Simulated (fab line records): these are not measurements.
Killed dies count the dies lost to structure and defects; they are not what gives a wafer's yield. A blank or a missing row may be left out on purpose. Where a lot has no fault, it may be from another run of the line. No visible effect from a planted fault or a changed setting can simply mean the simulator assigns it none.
Which tool is to blame? || flow gf180mcu || 30 wafers from 10 lots sampled at 2 of the route's 602 steps

## WHAT THE GAUGES SHOWED, per wafer
GF_V4_RS_MEAS_24: uses a four-point probe to measure.
{"lot": "L435", "measured": "day 24 21:10", "on": "film-metro-01", "V4_W_RS (ohm/sq)": "0.331 0.331 0.321"}
{"lot": "L438", "measured": "day 26 00:22", "on": "film-metro-03", "V4_W_RS (ohm/sq)": "0.339 0.326 0.336"}
{"lot": "L440", "measured": "day 26 16:19", "on": "film-metro-01", "V4_W_RS (ohm/sq)": "0.333 0.213 0.212 0.334 0.213 0.212"}
{"lot": "L441", "measured": "day 27 00:55", "on": "film-metro-02", "V4_W_RS (ohm/sq)": "0.214 0.329 0.212 0.214 0.330 0.212"}
{"lot": "L444", "measured": "day 27 21:21", "on": "film-metro-02", "V4_W_RS (ohm/sq)": "0.329 0.333 0.332"}
{"lot": "L449", "measured": "day 29 05:42", "on": "film-metro-03", "V4_W_RS (ohm/sq)": "0.328 0.329 0.327"}
{"lot": "L450", "measured": "day 29 10:32", "on": "film-metro-03", "V4_W_RS (ohm/sq)": "0.331 0.331 0.334"}
{"lot": "L454", "measured": "day 30 14:23", "on": "film-metro-01", "V4_W_RS (ohm/sq)": "0.324 0.333 0.328"}
{"lot": "L455", "measured": "day 30 21:27", "on": "film-metro-01", "V4_W_RS (ohm/sq)": "0.333 0.329 0.325"}
{"lot": "L456", "measured": "day 31 03:26", "on": "film-metro-02", "V4_W_RS (ohm/sq)": "0.333 0.327 0.326"}

## EACH LOT AND THE TOOL THAT RAN IT (in order: tool; ch and the chambers of the sampled wafers; start)
{"lot": "L435", "GF_V4_CVD_23": "cvd-w-01 ch 0,1, day 24 21:04"}
{"lot": "L438", "GF_V4_CVD_23": "cvd-w-01 ch 0,1, day 26 00:14"}
{"lot": "L440", "GF_V4_CVD_23": "cvd-w-01 ch 0,1, day 26 16:11"}
{"lot": "L441", "GF_V4_CVD_23": "cvd-w-01 ch 0,1, day 27 00:47"}
{"lot": "L444", "GF_V4_CVD_23": "cvd-w-02 ch 0,1, day 27 21:14"}
{"lot": "L449", "GF_V4_CVD_23": "cvd-w-02 ch 1, day 29 05:34"}
{"lot": "L450", "GF_V4_CVD_23": "cvd-w-02 ch 0,1, day 29 10:26"}
{"lot": "L454", "GF_V4_CVD_23": "cvd-w-01 ch 0,1, day 30 14:16"}
{"lot": "L455", "GF_V4_CVD_23": "cvd-w-02 ch 0,1, day 30 21:20"}
{"lot": "L456", "GF_V4_CVD_23": "cvd-w-01 ch 0,1, day 31 03:19"}
- GF_V4_CVD_23: deposits W, target thk 350 nm, time 104.9 s.

## THE ANSWER, worked out from the rows above alone
Rule: the lots themselves supply what counts as usual. The widest of any qualifying gaps counts: lots, ordered by their means at a reading, are off when they make up no more than a third of the lots, leave a main group of 4 or more, and stand apart from it by 3 or more times the standard deviation of that group's means. A main group whose means are all the same, to the digits that the tables above print for the reading, isn't used. Also off: a lot with no number at a reading for which 4 or more lots have one. Any other lot the step has rows for is counted as sound.
Off: L440, L441, seen at GF_V4_RS_MEAS_24 (V4_W_RS). Main group: mean 0.330 ohm/sq, sd 0.0021.
If a tool, at a process step before that reading, ran all the lots that are off and no sound lot after the first of them, it fits. The gauges at GF_V4_RS_MEAS_24 are tried like those tools. None of those tried fits.

## WHAT THE SIMULATOR PUT IN
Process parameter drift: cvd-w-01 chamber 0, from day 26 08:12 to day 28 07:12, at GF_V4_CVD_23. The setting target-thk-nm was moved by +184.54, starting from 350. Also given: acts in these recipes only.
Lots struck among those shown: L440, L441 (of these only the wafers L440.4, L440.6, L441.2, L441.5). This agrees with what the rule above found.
